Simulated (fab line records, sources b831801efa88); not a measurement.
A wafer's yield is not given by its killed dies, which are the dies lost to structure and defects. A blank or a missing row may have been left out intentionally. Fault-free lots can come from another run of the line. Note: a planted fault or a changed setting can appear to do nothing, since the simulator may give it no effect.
Struck lot and sound lot, side by side + flow sky130 + 43 out of 708 route steps
Sound: the wafers L999.1, L999.2, L999.6. Struck: wafers L115.3, L115.6. (L115.5 of the same lot was not struck and is left out.) The cause comes at the end.
Order at every step that has rows: each side's tool, ch and its chambers, its first start. Under that, the readings that differ: sound wafers + struck wafers + difference of the means + sigmas: that difference in standard deviations of wafers without a fault.
alike: readings whose means differ by less than 2 such deviations, and words and numbers that are the same on both sides. not compared: withheld readings, readings that some wafer has no value for, bounds like >300 that may hide the same value, and numbers for which the record gives no deviation and whose values overlap.
A row with sigmas, a row that says differs or no value, or rows on one side alone: a step with any of these is where the two part. Numbers that don't overlap but have no deviation are shown without sigmas and don't part them. A reading that every wafer of one side lacks parts them only if that side has two wafers or more.

SKY_LDD_N_STRIP_16: strips in O2/N2.
  sound on plasma_asher-03 ch 0,1, day 18 11:53; struck on plasma_asher-01 ch 0,1, day 24 08:38
  alike: chamber_pressure_mTorr, drypump_motor_current_A, oes_product_au, strip_time_to_endpoint_s
  not compared: rf_hours_counter_h
SKY_LDD_N_TW_MEAS_17:
  sound on film_metro-02, day 18 11:59; struck on film_metro-02, day 24 08:43
  alike: LDD_N_TW
then, 7 steps without rows for these wafers: SKY_LDD_P_DEHYDRATE_00 (time 60 s); SKY_LDD_P_HMDS_01 (prime time 60 s); SKY_LDD_P_COAT_02 (resist thk 1140 nm); SKY_LDD_P_SOFTBAKE_03 (time 60 s); SKY_LDD_P_EXPOSE_04 (exposes mask PSDM, target cd 380 nm); SKY_LDD_P_PEB_05; SKY_LDD_P_DEVELOP_06 (develop time 60 s).
SKY_LDD_P_CD_MEAS_07 targets a cd of 380 nm.
  sound on cd_sem-02, day 19 17:10; struck on cd_sem-02, day 25 14:34
  alike: cd_nm
SKY_LDD_P_OVL_MEAS_08:
  sound on overlay-02, day 19 17:17; struck on overlay-02, day 25 14:39
  alike: LDD_P_OVL
following that, these wafers have no rows for 1 step: SKY_LDD_P_IMPLANT_09.
SKY_LDD_P_STRIP_10: strips in O2/N2.
  sound on plasma_asher-03 ch 0,1, day 19 17:28; struck on plasma_asher-02 ch 1, day 25 14:52
| reading                     | sound             | struck      | difference | sigmas |
|-----------------------------|-------------------|-------------|------------|--------|
| drypump_motor_current_A (A) | 5.16 5.44 5.17    | 5.81 5.87   | +0.58      | +2     |
| oes_product_au (a.u.)       | 0.725 0.722 0.718 | 0.712 0.704 | -0.014     | -3     |
  alike: chamber_pressure_mTorr, strip_time_to_endpoint_s
  not compared: rf_hours_counter_h
SKY_LDD_P_TW_MEAS_11:
  sound on film_metro-04, day 19 17:34; struck on film_metro-03, day 25 14:57
  alike: LDD_P_TW
then, 7 steps without rows for these wafers: SKY_LDD_HVN_DEHYDRATE_00 (time 60 s); SKY_LDD_HVN_HMDS_01 (prime time 60 s); SKY_LDD_HVN_COAT_02 (resist thk 300 nm); SKY_LDD_HVN_SOFTBAKE_03 (time 60 s); SKY_LDD_HVN_EXPOSE_04 (exposes mask HVNTM, target cd 700 nm); SKY_LDD_HVN_PEB_05; SKY_LDD_HVN_DEVELOP_06 (develop time 60 s).
SKY_LDD_HVN_OVL_MEAS_07:
  sound on overlay-01, day 21 00:05; struck on overlay-01, day 26 19:51
  alike: LDD_HVN_OVL
following that, these wafers have no rows for 1 step: SKY_LDD_HVN_IMPLANT_08.
SKY_LDD_HVN_STRIP_09: strips in O2/N2.
  sound on plasma_asher-01 ch 0,1, day 21 00:17; struck on plasma_asher-03 ch 0, day 26 20:04
| reading                     | sound       | struck  | difference | sigmas |
|-----------------------------|-------------|---------|------------|--------|
| drypump_motor_current_A (A) | 6.5 5.3 6.6 | 5.2 5.2 | -0.9       | -2     |
  alike: chamber_pressure_mTorr, oes_product_au, strip_time_to_endpoint_s
  not compared: rf_hours_counter_h
SKY_LDD_HVN_TW_MEAS_10:
  sound on film_metro-03, day 21 00:23; struck on film_metro-01, day 26 20:09
  alike: LDD_HVN_TW
then, 3 steps without rows for these wafers: SKY_LDD_HVP_DEHYDRATE_00 (time 60 s); SKY_LDD_HVP_HMDS_01 (prime time 60 s); SKY_LDD_HVP_COAT_02 (resist thk 300 nm).
SKY_LDD_HVP_SOFTBAKE_03: time 62.16 s.
  sound on litho_track-02 ch 0, day 21 15:25; struck on litho_track-01 ch 0, day 27 10:46
  alike: plate_sensor_t_centre_C, plate_sensor_t_edge_C
then, 3 steps without rows for these wafers: SKY_LDD_HVP_EXPOSE_04 (exposes mask HVPTM, target cd 700 nm); SKY_LDD_HVP_PEB_05; SKY_LDD_HVP_DEVELOP_06 (develop time 60 s).
SKY_LDD_HVP_OVL_MEAS_07:
  sound on overlay-02, day 22 07:25; struck on overlay-02, day 28 01:05
| reading          | sound       | struck    | difference | sigmas |
|------------------|-------------|-----------|------------|--------|
| LDD_HVP_OVL (nm) | 1.8 2.5 1.6 | -1.4 -1.2 | -3.3       | -3     |
following that, these wafers have no rows for 1 step: SKY_LDD_HVP_IMPLANT_08.
SKY_LDD_HVP_STRIP_09: strips in O2/N2.
  sound on plasma_asher-01 ch 0,1, day 22 07:36; struck on plasma_asher-04 ch 0,1, day 28 01:17
  alike: chamber_pressure_mTorr, drypump_motor_current_A, oes_product_au, strip_time_to_endpoint_s
  not compared: rf_hours_counter_h
SKY_LDD_HVP_TW_MEAS_10:
  sound on film_metro-03, day 22 07:42; struck on film_metro-02, day 28 01:22
  alike: LDD_HVP_TW
then, 6 steps without rows for these wafers: SKY_LDD_LDN_DEHYDRATE_00 (time 60 s); SKY_LDD_LDN_HMDS_01 (prime time 60 s); SKY_LDD_LDN_COAT_02 (resist thk 1140 nm); SKY_LDD_LDN_SOFTBAKE_03 (time 60 s); SKY_LDD_LDN_EXPOSE_04 (exposes mask LDNTM, target cd 700 nm); SKY_LDD_LDN_PEB_05.
-- here the record skips 22 days between the struck wafers' starts before and after, leaving off in module LDD_LDN and picking up in module PAD_OPEN (first step shown: number 708 of the route) --
SKY_PAD_OPEN_PROBE_99:
  sound on prober-01, day 45 18:46; struck on prober-02, day 50 13:20
| reading             | sound     | struck                                            | difference                   | sigmas |
|---------------------|-----------|---------------------------------------------------|------------------------------|--------|
| hold                | - - -     | await_dispo/2.1h/release await_dispo/2.1h/release | no value on the sound wafers |        |
| killed_at_front_end | 14 11 11  | 64 73                                             | +56                          | +12    |
| killed_dies         | 101 86 84 | 138 132                                           | +45                          | +5     |
  alike: killed_at_M0_to_M3, killed_at_M4_up, killed_at_contacts, killed_at_other, killed_open, killed_short

## WHERE THEY PART
Last at SKY_PAD_OPEN_PROBE_99 as far as this record goes, first at SKY_LDD_P_STRIP_10.

WHY: what had been put in by the simulator
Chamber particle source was plasma_asher-02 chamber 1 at SKY_LDD_P_STRIP_10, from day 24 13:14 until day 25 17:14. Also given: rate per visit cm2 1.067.
